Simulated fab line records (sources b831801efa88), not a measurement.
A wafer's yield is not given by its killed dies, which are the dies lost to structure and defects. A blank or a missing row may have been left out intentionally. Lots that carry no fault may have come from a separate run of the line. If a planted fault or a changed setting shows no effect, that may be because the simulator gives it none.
8D (eight disciplines) problem report, filled in by code    flow sky130    the parts of the form that need people (team, actions taken, sign-off) are left out

== 1. WHAT IS WRONG ==
Wafers without a fault read 126.1 s, standard deviation 0.33; run length s at SKY_FIELD_ISO_ETCH_17 reads a mean of 122.2 s on 3 wafers belonging to 3 lots. Relative to the usual mean, that is a shift of -12 standard deviations.
The step: etches Si in HBr/Cl2/O2, target depth 342 nm, time 97.7 s.
First seen on wafer L581.1, day 6 05:54, on rie si-01. Wafers with a number at this step in the record: 44, from 15 lots. The rule behind "out" and "out of limits": a value lying over 4 standard deviations away from the usual mean. The other wafers with a number count as sound.

== 2. WHAT IT IS, WHAT IT ISN'T ==
question                     is                      is not
which readings at this step  run length s            drypump motor current A, oes product au, throttle valve pct
which lots                   L581, L582, L583        L563, L565, L566, L567, L568, L569, L570, L572, L574, L575, L579, L580
which wafers of those lots   L581.1, L582.5, L583.2  L581.3, L581.5, L582.2, L582.3, L583.4, L583.6
read on which tools          rie si-01               rie si-02
when                         from day 6 05:54        up to then (37 sound wafers); but 4 sound wafers of L582, L583 came after

== 3. SUSPECTS, AND WHAT RULES EACH OUT ==
Counting: any tool at a process step up to the reading remains a suspect provided it ran every lot that is out. Sound lots after the first of them don't rule it out here, since some wafers of a struck lot are sound.
- rie si-01 at SKY_FIELD_ISO_ETCH_17 (etches Si in HBr/Cl2/O2, target depth 342 nm, time 97.7 s): kept. Ran every lot that is out, first one L581 (day 6 05:54); last sound lot up to then L580 (day 5 22:33). Out on those wafers are its own readings of run length s.
- At SKY_FIELD_ISO_ETCH_17, inside rie si-01: chamber 0 took the wafers that are out, while their sound lot-mates went through chambers 1, 2, 3.
Remaining after the count: rie si-01 at SKY_FIELD_ISO_ETCH_17.

== 4. THE CAUSE (what the simulator had put in) ==
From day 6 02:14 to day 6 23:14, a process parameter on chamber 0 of rie si-01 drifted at SKY_FIELD_ISO_ETCH_17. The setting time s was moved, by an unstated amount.
Counting left only this tool.

== 5. THE CHAIN OF EFFECTS, in route order ==
Rows list readings where the struck wafers' mean (over those with a number) sits beyond 3 standard deviations from the usual. Only readings whose record carries a usual standard deviation are examined. hours: median over the lots of the time between each lot's start at the first step of this table that gives one and its start at this step. sigmas: the change, counted in usual standard deviations.
hours  step                   reading       usual    on struck wafers  change  sigmas
0      SKY_FIELD_ISO_ETCH_17  run length s  126.1 s  122.2             -3.9    -12
Process steps it contains:
- SKY_FIELD_ISO_ETCH_17: etches Si in HBr/Cl2/O2, target depth 342 nm, time 97.7 s.
Later steps that measure or inspect, where all struck wafers having a row at the step show a number for every such reading and not one has moved that far: SKY_NWELL_THK_MEAS_02, SKY_NWELL_TW_MEAS_15.

== 6. HOW IT WOULD HAVE BEEN CAUGHT EARLIER ==
First out-of-limits reading in this record: day 6 05:54, which is 4 hours after fault onset at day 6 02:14.
